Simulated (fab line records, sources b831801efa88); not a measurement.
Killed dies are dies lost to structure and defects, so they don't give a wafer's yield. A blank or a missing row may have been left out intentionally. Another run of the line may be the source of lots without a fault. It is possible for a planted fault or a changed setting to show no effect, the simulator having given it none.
Which tool was responsible? | flow gf180mcu | 33 wafers from 11 lots sampled at 2 of the route's 602 steps

WHAT THE GAUGES READ, wafer by wafer
GF_TOP_METAL_OVL_MEAS_15.
lot  | measured     | on         | TOP_METAL_OVL (nm)
L703 | day 28 06:00 | overlay-02 | 0.1 1.9 1.8
L704 | day 28 13:39 | overlay-01 | 1.1 -0.2 -0.6
L705 | day 29 00:56 | overlay-01 | -0.4 0.4 -1.0
L707 | day 29 23:01 | overlay-02 | 1.3 1.6 1.1
L708 | day 30 07:58 | overlay-01 | -1.9 -2.2 -1.6
L709 | day 30 10:35 | overlay-02 | -1.5 -0.7 -0.5
L714 | day 31 16:20 | overlay-01 | 0.5 -0.2 0.2
L715 | day 31 23:47 | overlay-02 | -0.8 0.0 0.7
L716 | day 32 05:14 | overlay-02 | 2.2 0.5 0.2
L722 | day 33 15:44 | overlay-02 | 3.0 2.1 3.0
L723 | day 34 06:32 | overlay-02 | 0.6 -0.7 -0.4

WHAT TOOL EACH LOT RAN ON (gives the tool, then ch and the chambers of the sampled wafers, and finally the start)
lot  | GF_V4_SPUTTER_22
L703 | pvdSputter-04, day 24 15:30
L704 | pvdSputter-04, day 25 00:39
L705 | pvdSputter-02, day 25 12:27
L707 | pvdSputter-02, day 26 09:41
L708 | pvdSputter-02, day 26 19:59
L709 | pvdSputter-03, day 27 01:46
L714 | pvdSputter-03, day 28 09:23
L715 | pvdSputter-03, day 28 18:19
L716 | pvdSputter-02, day 29 02:52
L722 | pvdSputter-04, day 30 15:29
L723 | pvdSputter-04, day 31 08:23
- GF_V4_SPUTTER_22: material TiN, target thk 10 nm, time 40 s.

AS READ BY THE TOOLS THEMSELVES (means over the sampled wafers that have a number; for cases with no such wafer, the mark the record gives instead)
GF_V4_SPUTTER_22.
lot  | tool          | throttleValvePct (%)
L703 | pvdSputter-04 | 30.8
L704 | pvdSputter-04 | 31.0
L705 | pvdSputter-02 | 30.3
L707 | pvdSputter-02 | 30.3
L708 | pvdSputter-02 | 30.8
L709 | pvdSputter-03 | 29.7
L714 | pvdSputter-03 | 29.5
L715 | pvdSputter-03 | 29.9
L716 | pvdSputter-02 | 30.4
L722 | pvdSputter-04 | 30.7
L723 | pvdSputter-04 | 30.6

THE ANSWER, worked out from the rows above alone
Rule: the usual values come from the lots themselves. Put in order of their means at a reading, lots are off if they are a third of the lots or fewer, leave a main group of 4 or more, and stand apart from it by a gap of 3 or more times the standard deviation of the main group's means; of several such gaps the widest counts. A main group is skipped when, at the precision printed for the reading in the tables above, its means are all equal. Also off: a lot with no number at a reading for which 4 or more lots have one. Any other lot the step has rows for is counted as sound. After the gauges, taken in route order, come the tools' own readings; for these a lot's mean is taken, as printed above. At the first step where some lot is off, the reading lying furthest off is the one used; lots without a number count as furthest.
No lot is off at any reading shown: from this, nothing can be told.

WHAT WAS PUT IN BY THE SIMULATOR
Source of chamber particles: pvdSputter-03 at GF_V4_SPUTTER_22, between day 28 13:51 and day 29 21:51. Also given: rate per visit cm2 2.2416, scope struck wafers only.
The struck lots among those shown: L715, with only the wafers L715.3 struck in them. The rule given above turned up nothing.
